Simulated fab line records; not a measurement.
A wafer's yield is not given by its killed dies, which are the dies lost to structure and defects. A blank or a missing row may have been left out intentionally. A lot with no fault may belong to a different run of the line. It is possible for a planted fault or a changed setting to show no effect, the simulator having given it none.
fab line records	flow sky130
record lots=24	wafers=72	last_day=50
route steps=708 shown RES_PROTECT@215 POLY_CUT@319 LOCAL_INTERCONNECT@387 CONTACT@409 VIA3@586
lots untouched by any fault: they come from a run of this same line in which no faults occurred
start_h: hours from the record's opening day to when the first of the lot's shown wafers began	wait_h: hours elapsed since this lot's preceding step	" identical to the entry in the row above	L1.1+2: a single row standing in for several wafers	- no value, or no start was given	* or withheld: withheld	< > ~ a bound
route shown NAME@n: a module of which the file shows steps, and the number in the route of the first	usual: mean/standard deviation of fault-free wafers	same: alike in all rows	chamber/n: place in a boat	sites: readings site by site	_std_site: the values' standard deviation	_edge_site: inner sites' mean taken away from outer sites' mean	radius_mm: how far each site lies from the wafer's centre	mask NAME#n: copy n	behind: tool/chamber where the wafer was last shaped	hold: what put the lot on hold/how long, in hours/how the hold closed	device: transistor that didn't switch, given as n, p or np	end of line: tests of these same wafers at the route's end	a step with no rows: only its recipe	killed: not the wafer's yield, but the dies lost to structure and defects at the first sort	map: shows each die of a wafer: x if killed, . if not, _ if none is there
set.NAME: the setting as run; set.NAME@STEP: as run at that earlier step	model.NAME: the simulator's own value behind a step, which no gauge read
route steps across a sampled set of lots; one table per step, one row per wafer
services: from which hour (start_h, from the record's first day; less than 0 if before it) a tool's chamber was out of use, for how many hours, and why
## steps
# step SKY_RES_PROTECT_TW_MEAS_08
# usual POLY_GATE_TW=4064/18
lot.wafer	tool	chamber	start_h	wait_h	POLY_GATE_TW
L074.3	film_metro-01	-	342.66	0.1	4071
L074.4	"	-	"	"	4068
L074.5	"	-	"	"	4077
L075.3	film_metro-03	-	346.67	0.1	4066
L075.4	"	-	"	"	4046
L075.6	"	-	"	"	4055
L076.1	film_metro-01	-	354.09	0.1	4044
L076.3	"	-	"	"	4055
L076.6	"	-	"	"	4055
L077.1	film_metro-04	-	376.74	0.1	4052
L077.3	"	-	"	"	4062
L077.5	"	-	"	"	4048
L078.1	film_metro-03	-	390.94	0.1	4095
L078.5	"	-	"	"	4104
L078.6	"	-	"	"	4105
L079.1	film_metro-04	-	396.49	0.1	4074
L079.5	"	-	"	"	4044
L079.6	"	-	"	"	4059
L080.1	film_metro-01	-	400.24	0.1	4043
L080.3	"	-	"	"	4047
L080.6	"	-	"	"	4046
L081.2	film_metro-03	-	410.16	0.1	4057
L081.4	"	-	"	"	4076
L081.6	"	-	"	"	4067
L082.1	film_metro-04	-	420.59	0.1	4063
L082.2	"	-	"	"	4054
L082.3	"	-	"	"	4036
L083.1	film_metro-03	-	431.40	0.1	4055
L083.3	"	-	"	"	4072
L083.6	"	-	"	"	4060
L084.2	film_metro-04	-	431.71	0.1	4066
L084.4	"	-	"	"	4060
L084.5	"	-	"	"	4062
L085.4	film_metro-01	-	435.42	0.1	4033
L085.5	"	-	"	"	4045
L085.6	"	-	"	"	4060
L086.3	film_metro-04	-	447.72	0.1	4035
L086.4	"	-	"	"	4022
L086.6	"	-	"	"	4052
L087.1	film_metro-04	-	452.54	0.1	4061
L087.4	"	-	"	"	4045
L087.6	"	-	"	"	4061
L088.1	film_metro-03	-	471.04	0.1	4062
L088.2	"	-	"	"	4063
L088.3	"	-	"	"	4079
L089.2	film_metro-03	-	472.90	0.1	4087
L089.4	"	-	"	"	4089
L089.6	"	-	"	"	4086
L090.1	film_metro-03	-	483.04	0.1	4111
L090.2	"	-	"	"	4080
L090.4	"	-	"	"	4084
L091.2	film_metro-03	-	493.16	0.1	4081
L091.3	"	-	"	"	4080
L091.5	"	-	"	"	4062
L092.1	film_metro-03	-	498.49	0.1	4094
L092.5	"	-	"	"	4062
L092.6	"	-	"	"	4089
L093.1	film_metro-03	-	504.04	0.1	4063
L093.4	"	-	"	"	4055
L093.5	"	-	"	"	4047
L094.2	film_metro-01	-	520.80	0.1	4033
L094.4	"	-	"	"	4040
L094.5	"	-	"	"	4057
L095.1	film_metro-01	-	529.55	0.1	4057
L095.3	"	-	"	"	4063
L095.6	"	-	"	"	4065
L096.3	film_metro-04	-	534.16	0.1	4086
L096.4	"	-	"	"	4072
L096.6	"	-	"	"	4066
L097.4	film_metro-03	-	545.02	0.1	4098
L097.5	"	-	"	"	4090
L097.6	"	-	"	"	4104
# step SKY_POLY_CUT_STRIP_12
# recipe chemistry=O2/N2	power_w=1400	pressure_mtorr=1500	platen_temp_c=withheld	o2_flow_sccm=3000	n2_flow_sccm=300	overash_fraction=0.5
# usual drypump_motor_current_A=5.28/0.3	oes_product_au=0.452/0.005	strip_time_to_endpoint_s=5.356/0.017
lot.wafer	tool	chamber	start_h	wait_h	drypump_motor_current_A	oes_product_au	rf_hours_counter_h	strip_time_to_endpoint_s
L074.3	plasma_asher-03	0	560.42	0.1	4.80	0.450	-	5.365
L074.4	"	1	"	"	5.51	0.453	-	5.352
L074.5	"	1	"	"	5.50	0.453	-	5.385
L075.3	plasma_asher-01	1	563.68	0.1	5.24	0.456	-	5.345
L075.4	"	0	"	"	5.52	0.446	-	5.371
L075.6	"	1	"	"	5.23	0.448	-	5.375
L076.1	plasma_asher-01	1	574.58	0.0	5.23	0.445	40	5.357
L076.3	"	1	"	"	5.20	0.454	-	5.357
L076.6	"	0	"	"	5.48	0.439	-	5.357
L077.1	plasma_asher-03	0	596.14	0.0	4.79	0.452	91	5.322
L077.3	"	0	"	"	4.79	0.448	-	5.352
L077.5	"	0	"	"	4.79	0.449	-	5.385
L078.1	plasma_asher-04	1	610.99	0.0	5.61	0.442	19	5.366
L078.5	"	1	"	"	5.61	0.449	-	5.354
L078.6	"	0	"	"	5.31	0.453	-	5.341
L079.1	plasma_asher-01	0	616.45	0.0	5.52	0.453	45	5.354
L079.5	"	0	"	"	5.51	0.446	-	5.338
L079.6	"	1	"	"	5.19	0.442	-	5.350
L080.1	plasma_asher-04	0	622.42	0.0	5.32	0.449	19	5.367
L080.3	"	0	"	"	5.30	0.458	-	5.386
L080.6	"	0	"	"	5.30	0.457	-	5.388
L081.2	plasma_asher-01	0	631.28	0.0	5.51	0.457	46	5.335
L081.4	"	0	"	"	5.51	0.450	-	5.330
L081.6	"	1	"	"	5.18	0.447	-	5.360
L082.1	plasma_asher-03	0	642.44	0.0	4.79	0.444	96	5.348
L082.2	"	1	"	"	5.48	0.453	96	5.352
L082.3	"	1	"	"	5.50	0.448	-	5.338
L083.1	plasma_asher-03	0	650.59	0.0	4.80	0.459	97	5.348
L083.3	"	1	"	"	5.52	0.457	-	5.373
L083.6	"	0	"	"	4.79	0.448	-	5.358
L084.2	plasma_asher-03	1	653.09	0.0	5.49	0.443	97	5.386
L084.4	"	1	"	"	5.50	0.455	-	5.355
L084.5	"	1	"	"	5.51	0.452	-	5.364
L085.4	plasma_asher-03	1	673.82	0.1	5.49	0.466	-	5.383
L085.5	"	1	"	"	5.50	0.443	-	5.358
L085.6	"	0	"	"	4.78	0.449	-	5.381
L087.1	plasma_asher-04	0	673.84	0.0	5.27	0.451	25	5.371
L087.4	"	1	"	"	5.64	0.447	-	5.377
L087.6	"	1	"	"	5.63	0.450	-	5.370
L086.3	plasma_asher-01	0	674.17	0.1	5.53	0.454	-	5.333
L086.4	"	1	"	"	5.19	0.455	-	5.329
L086.6	"	0	"	"	5.54	0.454	-	5.325
L088.1	plasma_asher-03	0	685.44	0.0	4.79	0.457	100	5.326
L088.2	"	1	"	"	5.51	0.450	100	5.332
L088.3	"	1	"	"	5.51	0.454	-	5.319
L089.2	plasma_asher-03	0	685.74	0.0	4.78	0.448	100	5.336
L089.4	"	1	"	"	5.53	0.451	-	5.355
L089.6	"	1	"	"	5.52	0.459	-	5.345
L090.1	plasma_asher-01	1	694.44	0.0	5.21	0.467	52	5.329
L090.2	"	0	"	"	5.52	0.450	52	5.357
L090.4	"	0	"	"	5.53	0.447	-	5.340
L091.2	plasma_asher-03	0	704.33	0.0	4.79	0.454	102	5.375
L091.3	"	1	"	"	5.53	0.451	-	5.369
L091.5	"	1	"	"	5.51	0.454	-	5.354
L092.1	plasma_asher-03	1	709.68	0.0	5.52	0.452	103	5.341
L092.5	"	0	"	"	4.77	0.445	-	5.356
L092.6	"	1	"	"	5.53	0.451	-	5.366
L093.1	plasma_asher-01	1	714.08	0.0	5.21	0.443	55	5.344
L093.4	"	1	"	"	5.22	0.450	-	5.384
L093.5	"	0	"	"	5.55	0.445	-	5.350
L094.2	plasma_asher-04	0	729.29	0.0	5.31	0.453	28	5.359
L094.4	"	1	"	"	5.62	0.461	-	5.347
L094.5	"	1	"	"	5.64	0.444	-	5.367
L095.1	plasma_asher-01	0	737.14	0.0	5.53	0.455	58	5.341
L095.3	"	0	"	"	5.54	0.453	-	5.358
L095.6	"	1	"	"	5.21	0.449	-	5.346
L096.3	plasma_asher-03	0	743.01	0.1	4.78	0.452	-	5.333
L096.4	"	1	"	"	5.51	0.455	-	5.327
L096.6	"	0	"	"	4.79	0.455	-	5.348
L097.4	plasma_asher-01	0	756.62	0.1	5.54	0.454	-	5.390
L097.5	"	1	"	"	5.22	0.446	-	5.364
L097.6	"	0	"	"	5.52	0.451	-	5.340
# step SKY_LOCAL_INTERCONNECT_SPUTTER_00
# recipe material=TiN	target_thk_nm=100	temp_c=300	power_w=6500	time_s=83.3	chamber_pressure_pa=0.4
# usual throttle_valve_pct=29.8/1
lot.wafer	tool	chamber	start_h	wait_h	throttle_valve_pct
L074.3	pvd_sputter-01	-	678.41	0.2	30.9
L074.4	"	-	"	"	29.2
L074.5	"	-	"	"	30.9
L075.3	pvd_sputter-03	-	679.59	0.2	30.9
L075.4	"	-	"	"	30.1
L075.6	"	-	"	"	31.0
L076.1	pvd_sputter-01	-	692.02	0.2	29.1
L076.3	"	-	"	"	30.3
L076.6	"	-	"	"	29.2
L077.1	pvd_sputter-01	-	713.19	0.2	31.1
L077.3	"	-	"	"	30.6
L077.5	"	-	"	"	29.2
L078.1	pvd_sputter-04	-	729.19	0.1	29.3
L078.5	"	-	"	"	28.5
L078.6	"	-	"	"	29.9
L079.1	pvd_sputter-04	-	731.93	0.2	30.0
L079.5	"	-	"	"	27.8
L079.6	"	-	"	"	28.8
L080.1	pvd_sputter-04	-	735.28	0.1	28.7
L080.3	"	-	"	"	27.4
L080.6	"	-	"	"	29.1
L081.2	pvd_sputter-03	-	746.46	0.2	29.6
L081.4	"	-	"	"	31.1
L081.6	"	-	"	"	29.9
L082.1	pvd_sputter-01	-	758.02	0.1	29.3
L082.2	"	-	"	"	30.8
L082.3	"	-	"	"	30.6
L083.1	pvd_sputter-01	-	764.04	0.2	29.0
L083.3	"	-	"	"	30.7
L083.6	"	-	"	"	30.8
L084.2	pvd_sputter-01	-	766.74	0.2	29.1
L084.4	"	-	"	"	30.5
L084.5	"	-	"	"	29.0
L085.4	pvd_sputter-04	-	787.44	0.1	29.2
L085.5	"	-	"	"	30.0
L085.6	"	-	"	"	28.8
L087.1	pvd_sputter-04	-	787.94	0.2	29.1
L087.4	"	-	"	"	27.8
L087.6	"	-	"	"	28.7
L086.3	pvd_sputter-04	-	789.17	0.2	28.6
L086.4	"	-	"	"	29.3
L086.6	"	-	"	"	29.2
L088.1	pvd_sputter-01	-	796.72	0.1	29.4
L088.2	"	-	"	"	30.6
L088.3	"	-	"	"	31.1
L089.2	pvd_sputter-03	-	797.87	0.1	31.2
L089.4	"	-	"	"	28.8
L089.6	"	-	"	"	28.8
L090.1	pvd_sputter-03	-	804.94	0.2	31.2
L090.2	"	-	"	"	30.9
L090.4	"	-	"	"	28.8
L091.2	pvd_sputter-01	-	815.49	0.2	30.8
L091.3	"	-	"	"	30.9
L091.5	"	-	"	"	29.0
L092.1	pvd_sputter-01	-	819.73	0.1	30.5
L092.5	"	-	"	"	30.7
L092.6	"	-	"	"	31.0
L093.1	pvd_sputter-01	-	824.25	0.1	31.0
L093.4	"	-	"	"	29.2
L093.5	"	-	"	"	30.6
L094.2	pvd_sputter-04	-	839.37	0.2	27.6
L094.4	"	-	"	"	29.9
L094.5	"	-	"	"	27.8
L095.1	pvd_sputter-01	-	847.36	0.1	30.7
L095.3	"	-	"	"	30.4
L095.6	"	-	"	"	30.3
L096.3	pvd_sputter-04	-	853.23	0.1	27.9
L096.4	"	-	"	"	30.2
L096.6	"	-	"	"	27.8
L097.4	pvd_sputter-01	-	865.12	0.2	30.5
L097.5	"	-	"	"	31.0
L097.6	"	-	"	"	29.1
# step SKY_CONTACT_THK_MEAS_03
# recipe reads=SiO2_of_CONTACT_HDPCVD_02
# usual CONTACT_HDPCVD_THK=566/5.5
lot.wafer	tool	chamber	start_h	wait_h	CONTACT_HDPCVD_THK[nm]
L074.3	film_metro-03	-	706.78	0.1	574
L074.4	"	-	"	"	572
L074.5	"	-	"	"	569
L075.3	film_metro-02	-	709.22	0.1	553
L075.4	"	-	"	"	558
L075.6	"	-	"	"	554
L076.1	film_metro-01	-	721.14	0.0	555
L076.3	"	-	"	"	557
L076.6	"	-	"	"	560
L077.1	film_metro-02	-	741.14	0.0	567
L077.3	"	-	"	"	570
L077.5	"	-	"	"	564
L078.1	film_metro-01	-	758.08	0.0	564
L078.5	"	-	"	"	569
L078.6	"	-	"	"	570
L079.1	film_metro-01	-	760.42	0.0	570
L079.5	"	-	"	"	568
L079.6	"	-	"	"	571
L080.1	film_metro-03	-	763.80	0.0	566
L080.3	"	-	"	"	564
L080.6	"	-	"	"	571
L081.2	film_metro-03	-	775.05	0.0	569
L081.4	"	-	"	"	572
L081.6	"	-	"	"	566
L082.1	film_metro-01	-	786.02	0.0	568
L082.2	"	-	"	"	568
L082.3	"	-	"	"	571
L083.1	film_metro-01	-	792.48	0.0	562
L083.3	"	-	"	"	566
L083.6	"	-	"	"	571
L084.2	film_metro-02	-	795.27	0.0	566
L084.4	"	-	"	"	565
L084.5	"	-	"	"	565
L085.4	film_metro-03	-	814.93	0.0	565
L085.5	"	-	"	"	564
L085.6	"	-	"	"	568
L087.1	film_metro-02	-	815.47	0.0	574
L087.4	"	-	"	"	564
L087.6	"	-	"	"	574
L086.3	film_metro-02	-	816.62	0.1	579
L086.4	"	-	"	"	573
L086.6	"	-	"	"	571
L088.1	film_metro-01	-	824.18	0.0	566
L088.2	"	-	"	"	566
L088.3	"	-	"	"	562
L089.2	film_metro-02	-	825.77	0.0	561
L089.4	"	-	"	"	558
L089.6	"	-	"	"	564
L090.1	film_metro-01	-	832.36	0.0	562
L090.2	"	-	"	"	569
L090.4	"	-	"	"	565
L091.2	film_metro-02	-	843.03	0.1	560
L091.3	"	-	"	"	562
L091.5	"	-	"	"	560
L092.1	film_metro-03	-	847.52	0.0	571
L092.5	"	-	"	"	562
L092.6	"	-	"	"	574
L093.1	film_metro-01	-	851.36	0.0	568
L093.4	"	-	"	"	566
L093.5	"	-	"	"	563
L094.2	film_metro-03	-	867.02	0.0	560
L094.4	"	-	"	"	562
L094.5	"	-	"	"	557
L095.1	film_metro-03	-	873.78	0.0	575
L095.3	"	-	"	"	572
L095.6	"	-	"	"	565
L096.3	film_metro-03	-	880.18	0.1	570
L096.4	"	-	"	"	571
L096.6	"	-	"	"	565
L097.4	film_metro-01	-	892.06	0.0	563
L097.5	"	-	"	"	561
L097.6	"	-	"	"	547
# step SKY_CONTACT_CMP_04
# recipe material=SiO2	down_force_psi=4	platen_rpm=60	pad_velocity_m_s=0.94248
# usual motor_current_A=12.3/0.93	time_to_endpoint_s=85/4
lot.wafer	tool	chamber	start_h	wait_h	motor_current_A	time_to_endpoint_s
L074.3	cmp-02	2	706.94	0.1	13.8	87
L074.4	"	0	"	"	12.0	90
L074.5	"	3	"	"	12.5	86
L075.3	cmp-02	3	709.26	0.0	12.0	81
L075.4	"	0	"	"	11.9	87
L075.6	"	3	"	"	12.2	81
L076.1	cmp-02	1	721.25	0.1	12.2	80
L076.3	"	3	"	"	12.6	82
L076.6	"	1	"	"	11.7	82
L077.3	cmp-02	1	741.20	0.0	12.9	87
L077.1	"	3	"	"	12.2	87
L077.5	"	1	"	"	11.8	84
L078.1	cmp-01	0	758.19	0.1	12.7	85
L078.5	"	3	"	"	10.4	82
L078.6	"	0	"	"	11.8	87
L079.1	cmp-02	0	760.48	0.1	12.3	89
L079.6	"	0	"	"	12.4	90
L079.5	"	1	"	"	12.1	81
L080.3	cmp-02	2	764.02	0.2	13.2	89
L080.1	"	0	"	"	11.8	88
L080.6	"	2	"	"	13.1	88
L081.2	cmp-01	0	775.10	0.0	11.9	86
L081.4	"	3	"	"	10.2	89
L081.6	"	0	"	"	12.0	84
L082.1	cmp-02	0	786.08	0.1	13.0	93
L082.3	"	1	"	"	11.5	87
L082.2	"	3	"	"	12.0	90
L083.1	cmp-01	1	792.59	0.1	11.7	77
L083.3	"	3	"	"	10.1	80
L083.6	"	1	"	"	11.9	81
L084.4	cmp-02	0	795.37	0.1	13.0	88
L084.2	"	1	"	"	11.8	86
L084.5	"	0	"	"	12.4	93
L085.4	cmp-02	0	815.19	0.3	12.5	91
L085.5	"	0	"	"	12.5	94
L085.6	"	1	"	"	12.3	86
L087.4	cmp-01	3	815.58	0.1	10.5	78
L087.1	"	1	"	"	12.3	84
L087.6	"	2	"	"	14.0	77
L086.4	cmp-01	0	816.66	0.0	11.9	84
L086.3	"	2	"	"	13.5	83
L086.6	"	1	"	"	12.2	90
L088.2	cmp-01	0	824.24	0.0	12.3	82
L088.1	"	2	"	"	13.7	79
L088.3	"	3	"	"	10.3	82
L089.2	cmp-02	2	825.82	0.0	13.3	86
L089.4	"	1	"	"	11.9	85
L089.6	"	3	"	"	11.9	88
L090.1	cmp-01	0	832.42	0.1	12.0	79
L090.4	"	2	"	"	13.2	79
L090.2	"	3	"	"	11.1	83
L091.2	cmp-02	0	843.30	0.3	13.4	90
L091.3	"	1	"	"	12.1	83
L091.5	"	1	"	"	11.7	83
L092.1	cmp-01	0	847.68	0.1	12.3	84
L092.6	"	2	"	"	13.6	85
L092.5	"	3	"	"	10.7	80
L093.4	cmp-01	3	851.47	0.1	10.7	81
L093.1	"	0	"	"	12.4	81
L093.5	"	3	"	"	10.5	80
L094.2	cmp-02	0	867.07	0.0	12.7	90
L094.4	"	2	"	"	13.4	88
L094.5	"	0	"	"	12.3	91
L095.3	cmp-01	1	873.89	0.1	11.9	83
L095.1	"	3	"	"	10.1	85
L095.6	"	0	"	"	11.8	77
L096.3	cmp-01	2	880.22	0.0	13.7	77
L096.4	"	1	"	"	12.1	85
L096.6	"	3	"	"	10.5	80
L097.4	cmp-02	2	892.19	0.1	12.8	92
L097.5	"	0	"	"	12.7	89
L097.6	"	1	"	"	11.8	84
# step SKY_VIA3_OVL_MEAS_13
# usual VIA3_OVL=-1/5.3
lot.wafer	tool	chamber	start_h	wait_h	VIA3_OVL[nm]
L074.3	overlay-02	-	929.32	0.1	-1
L074.4	"	-	"	"	6
L074.5	"	-	"	"	8
L075.3	overlay-02	-	929.67	0.1	-4
L075.4	"	-	"	"	7
L075.6	"	-	"	"	-3
L076.1	overlay-02	-	939.06	0.1	8
L076.3	"	-	"	"	-4
L076.6	"	-	"	"	5
L077.1	overlay-02	-	958.52	0.1	6
L077.3	"	-	"	"	-2
L077.5	"	-	"	"	-4
L078.1	overlay-01	-	973.97	0.1	0
L078.5	"	-	"	"	-5
L078.6	"	-	"	"	-5
L079.1	overlay-02	-	976.31	0.1	-1
L079.5	"	-	"	"	1
L079.6	"	-	"	"	-4
L080.1	overlay-01	-	979.01	0.1	3
L080.3	"	-	"	"	6
L080.6	"	-	"	"	0
L081.2	overlay-01	-	986.92	0.1	-6
L081.4	"	-	"	"	5
L081.6	"	-	"	"	-2
L082.1	overlay-02	-	998.41	0.1	-7
L082.2	"	-	"	"	-5
L082.3	"	-	"	"	-13
L083.1	overlay-02	-	1005.27	0.1	3
L083.3	"	-	"	"	3
L083.6	"	-	"	"	5
L084.2	overlay-02	-	1005.72	0.1	-3
L084.4	"	-	"	"	-4
L084.5	"	-	"	"	-3
L085.4	overlay-01	-	1023.33	0.1	1
L085.5	"	-	"	"	-9
L085.6	"	-	"	"	4
L086.3	overlay-01	-	1025.63	0.1	2
L086.4	"	-	"	"	8
L086.6	"	-	"	"	1
L087.1	overlay-01	-	1025.97	0.1	-2
L087.4	"	-	"	"	5
L087.6	"	-	"	"	4
L088.1	overlay-02	-	1031.11	0.1	-4
L088.2	"	-	"	"	-8
L088.3	"	-	"	"	0
L089.2	overlay-01	-	1033.12	0.1	4
L089.4	"	-	"	"	5
L089.6	"	-	"	"	3
L090.1	overlay-02	-	1038.21	0.1	1
L090.2	"	-	"	"	-11
L090.4	"	-	"	"	-8
L091.2	overlay-01	-	1047.58	0.1	-6
L091.3	"	-	"	"	0
L091.5	"	-	"	"	1
L092.1	overlay-02	-	1051.32	0.1	2
L092.5	"	-	"	"	5
L092.6	"	-	"	"	5
L093.1	overlay-02	-	1053.92	0.1	6
L093.4	"	-	"	"	2
L093.5	"	-	"	"	-1
L094.2	overlay-02	-	1066.27	0.1	-2
L094.4	"	-	"	"	-6
L094.5	"	-	"	"	0
L095.1	overlay-02	-	1073.46	0.1	10
L095.3	"	-	"	"	9
L095.6	"	-	"	"	0
L096.3	overlay-02	-	1078.77	0.1	0
L096.4	"	-	"	"	4
L096.6	"	-	"	"	2
L097.4	overlay-02	-	1086.48	0.1	-4
L097.5	"	-	"	"	-5
L097.6	"	-	"	"	-8
## services
tool	chamber	start_h	hours	kind
cmp-01	-	536.73	1.3	repair
pvd_sputter-01	-	537.58	3.4	repair
cmp-02	-	545.63	1.4	repair
plasma_asher-01	-	559.72	3.9	repair
cmp-02	-	572.37	4.0	pm
cmp-02	-	577.13	2.7	repair
pvd_sputter-01	-	579.61	25.7	repair
cmp-01	-	592.76	3.4	pm
cmp-02	-	627.21	9.7	pm
cmp-01	-	628.71	38.8	repair
pvd_sputter-04	-	665.52	1.8	repair
cmp-02	-	667.62	2.7	pm
cmp-01	-	670.31	4.6	pm
cmp-02	-	693.43	2.3	repair
cmp-01	-	697.79	27.5	repair
plasma_asher-03	-	718.22	13.1	repair
cmp-02	-	732.97	1.5	repair
plasma_asher-03	-	733.75	9.0	pm
cmp-01	-	744.00	4.0	pm
cmp-01	-	746.99	3.1	repair
plasma_asher-01	-	810.50	2.8	pm
plasma_asher-03	-	810.69	14.6	pm
cmp-02	-	848.60	5.0	pm
cmp-01	-	880.59	1.3	repair
## key
fault none
